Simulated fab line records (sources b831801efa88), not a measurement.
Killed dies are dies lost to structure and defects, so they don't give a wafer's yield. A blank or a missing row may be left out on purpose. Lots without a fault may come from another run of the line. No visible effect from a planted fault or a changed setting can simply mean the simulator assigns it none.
8D (eight disciplines) problem report, filled in by code -- flow sfqLine -- the parts of the form that need people (team, actions taken, sign-off) are left out

## 1. WHAT WENT WRONG
heaterPowerTotalW at SFQ_TRILAYER_M4_LITHO_PEB_096 reads a mean of 77.76 W on 6 wafers of 2 lots; wafers without a fault read 79.15 W with a standard deviation of 0.065. Measured from the usual mean, that is -21 standard deviations.
The step: peb time 60 s.
First observed at day 44 02:14: wafer L187.2, on lithoTrack-03. The record holds 18 wafers of 6 lots with a number at this step. By rule, "out" or "out of limits" means more than 4 standard deviations away from the usual mean. The rest of the wafers with a number are treated as sound.

## 2. WHAT IT IS, WHAT IT ISN'T
question,is,is not
which readings at this step,"heaterPowerTotalW, plateTempC",-
which lots,"L187, L188","L181, L195, L197, L201"
which wafers of those lots,all that have a number,-
read on which tools,lithoTrack-03,lithoTrack-01
when,from day 44 02:14,"up to then (3 sound wafers); but 9 sound wafers of L195, L197, L201 came after"

## 3. THE SUSPECTS, EACH WITH WHAT RULES IT OUT
Counting: a tool at any process step up to the reading remains a suspect when it ran all the lots that are out and ran no sound lot after the first of those.
- rieDiel-01 at SFQ_TRILAYER_I3_VIA_BARC_OPEN_VIA_ETCH_121 (etches BARC in O2, target depth 125 nm, time 41.7 s): ruled out as a lasting fault. After its first lot that is out, L187 (day 37 21:07), sound lots L201 ran on it.
- rieDiel-01 at SFQ_TRILAYER_I3_VIA_ETCH_VIA_ETCH_088 (etches SiO2 in CHF3, stops on Nb, target depth 260 nm): ruled out as a lasting fault. After its first lot that is out, L187 (day 37 21:09), sound lots L201 ran on it.
- pvdSputter-06 at SFQ_TRILAYER_M4_DEP_SPUTTER_091 (material Nb, target thk 200 nm, time 133.3 s): kept. It ran every lot that is out, first L187 (day 37 22:04), and no sound lot after that.
- lithoTrack-03 at SFQ_TRILAYER_M4_LITHO_PEB_096 (peb time 60 s): ruled out as a lasting fault. After its first lot that is out, L187 (day 44 02:14), sound lots L195, L197, L201 ran on it.
After counting, what remains is pvdSputter-06 at SFQ_TRILAYER_M4_DEP_SPUTTER_091.

## 4. THE CAUSE (what the simulator had put in)
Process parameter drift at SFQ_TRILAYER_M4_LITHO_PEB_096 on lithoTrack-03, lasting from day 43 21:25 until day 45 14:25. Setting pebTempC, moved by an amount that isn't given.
Counting ruled it out, wrongly.

## 5. THE EFFECT CHAIN, in route order
Each row: a reading where the mean over the struck wafers with a number is more than 3 standard deviations away from the usual. Only readings whose record carries a usual standard deviation are examined. hours: median over the lots of the time between each lot's start at the first step of this table that gives one and its start at this step. sigmas: the change, counted in usual standard deviations.
hours,step,reading,usual,on struck wafers,change,sigmas
0,SFQ_TRILAYER_M4_LITHO_PEB_096,heaterPowerTotalW,79.15 W,77.76,-1.39,-21
0,SFQ_TRILAYER_M4_LITHO_PEB_096,plateTempC,115.01 C,113.44,-1.57,-9.8
It contains these process steps:
- SFQ_TRILAYER_M4_LITHO_PEB_096: peb time 60 s.
At these later measuring or inspecting steps, every struck wafer for which the step has a row has a number for every such reading, and none has moved that far: SFQ_M4_OVL_MEAS_926.

## 6. WHAT WOULD HAVE CAUGHT IT SOONER
The fault began at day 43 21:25; the first out-of-limits reading in this record came at day 44 02:14, 5 hours later.
